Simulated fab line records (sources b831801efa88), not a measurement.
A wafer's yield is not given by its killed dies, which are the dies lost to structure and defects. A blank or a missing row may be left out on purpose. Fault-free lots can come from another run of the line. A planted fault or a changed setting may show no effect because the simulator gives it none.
A struck lot beside a sound one	flow sky130	16 out of 708 route steps
Sound: these wafers, L555.1, L555.5, L555.6. Struck: wafer L565.2 (L565.4, L565.6, from the same lot, were not struck and are left out); the cause is given at the end.
For every step that has rows: the tool of each side, followed by ch and its chambers, followed by its first start. Under that, the readings that differ: sound wafers	struck wafers	difference of the means	sigmas: that difference in standard deviations of wafers without a fault.
alike: readings whose means differ by less than 2 such deviations, and words and numbers that are the same on both sides. not compared: withheld readings, readings that some wafer has no value for, bounds like >300 that may hide the same value, and numbers for which the record gives no deviation and whose values overlap.
Wherever a step has rows on one side only, a row that says differs or no value, or a row with sigmas, the two part there. Non-overlapping numbers with no deviation appear without sigmas and do not part them. A reading missing from all wafers of one side parts the sides only when that side holds two or more wafers.

SKY_LI_CONTACT_BOW_MEAS_03:
  sound: film metro-01 at day 29 00:02; struck: film metro-03 at day 32 07:58
  alike: LI_CONTACT_BOW
then, 8 steps without rows for these wafers: SKY_LI_CONTACT_DEHYDRATE_04 (time 60 s); SKY_LI_CONTACT_HMDS_05 (prime time 60 s); SKY_LI_CONTACT_COAT_06 (resist thk 60 nm); SKY_LI_CONTACT_COAT_07 (resist thk 450 nm); SKY_LI_CONTACT_SOFTBAKE_08 (time 90 s); SKY_LI_CONTACT_EXPOSE_09 (exposes mask LICM1, target cd 170 nm); SKY_LI_CONTACT_PEB_10; SKY_LI_CONTACT_DEVELOP_11 (develop time 60 s).
SKY_LI_CONTACT_CD_MEAS_12 targets a cd of 170 nm.
  sound: cd sem-01 at day 30 04:55; struck: cd sem-01 at day 33 11:02
  alike: cd nm
SKY_LI_CONTACT_OVL_MEAS_13:
  sound: overlay-02 at day 30 05:02; struck: overlay-01 at day 33 11:08
  alike: LI_CONTACT_OVL
SKY_LI_CONTACT_ETCH_14: etches BARC in N2/H2, stops on SiO2, time 45.9 s, target depth 60 nm.
  sound on rie diel-02 ch 1,2, day 30 05:04; struck on rie diel-02 ch 0, day 33 11:10
  alike: drypump motor current A, oes product au, rf fwd power W, throttle valve pct
  not compared: rf hours counter h
SKY_LI_CONTACT_ETCH_15: etches PSG in C4F8/O2/Ar, stops on Si, target depth 600 nm.
  sound on rie diel-02 ch 1,2, day 30 05:07; struck on rie diel-02 ch 0, day 33 11:13
reading	sound	struck	difference	sigmas
oes product au (a.u.)	0.833 0.834 0.829	0.792	-0.040	-9
model.etch.depth nm (nm)	597.8 597.9 597.3	535.7	-62.0	
model.LI_CONTACT.feature depth nm (nm)	597.8 597.9 597.3	535.7	-62.0	
model.KrF-thick_of_LI_CONTACT_COAT_07.thk nm (nm)	231.5 225.7 229.3	284.3	+55.5	
  alike: rf fwd power W
SKY_LI_CONTACT_STRIP_16: strips in O2/N2.
  sound on plasma asher-04 ch 0,1, day 30 05:12; struck on plasma asher-03 ch 0, day 33 11:18
reading	sound	struck	difference	sigmas
oes product au (a.u.)	0.373 0.382 0.377	0.408	+0.031	+7
strip time to endpoint s (s)	3.50 3.43 3.49	4.04	+0.57	+17
  alike: drypump motor current A, o2 flow sccm
  not compared: rf hours counter h
then, 1 step without rows for these wafers: SKY_LI_CONTACT_CLEAN_17 (cleans in NMP, time 600 s).
-- record jumps: 16 days separate the struck wafers' starts on either side; left off in module LI_CONTACT, taken up again in module PAD_OPEN, whose first shown step is the route's number 708 --
SKY_PAD_OPEN_PROBE_99:
  rows exist in the record for the struck wafers here (prober-01, day 49 02:32), but not for the sound ones

WHERE THEY PART
First at SKY_LI_CONTACT_ETCH_15; last, within this record, at SKY_PAD_OPEN_PROBE_99.

WHY: what had been put in by the simulator
rie diel-02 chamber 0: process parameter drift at SKY_LI_CONTACT_ETCH_15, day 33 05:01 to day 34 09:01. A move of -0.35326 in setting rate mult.
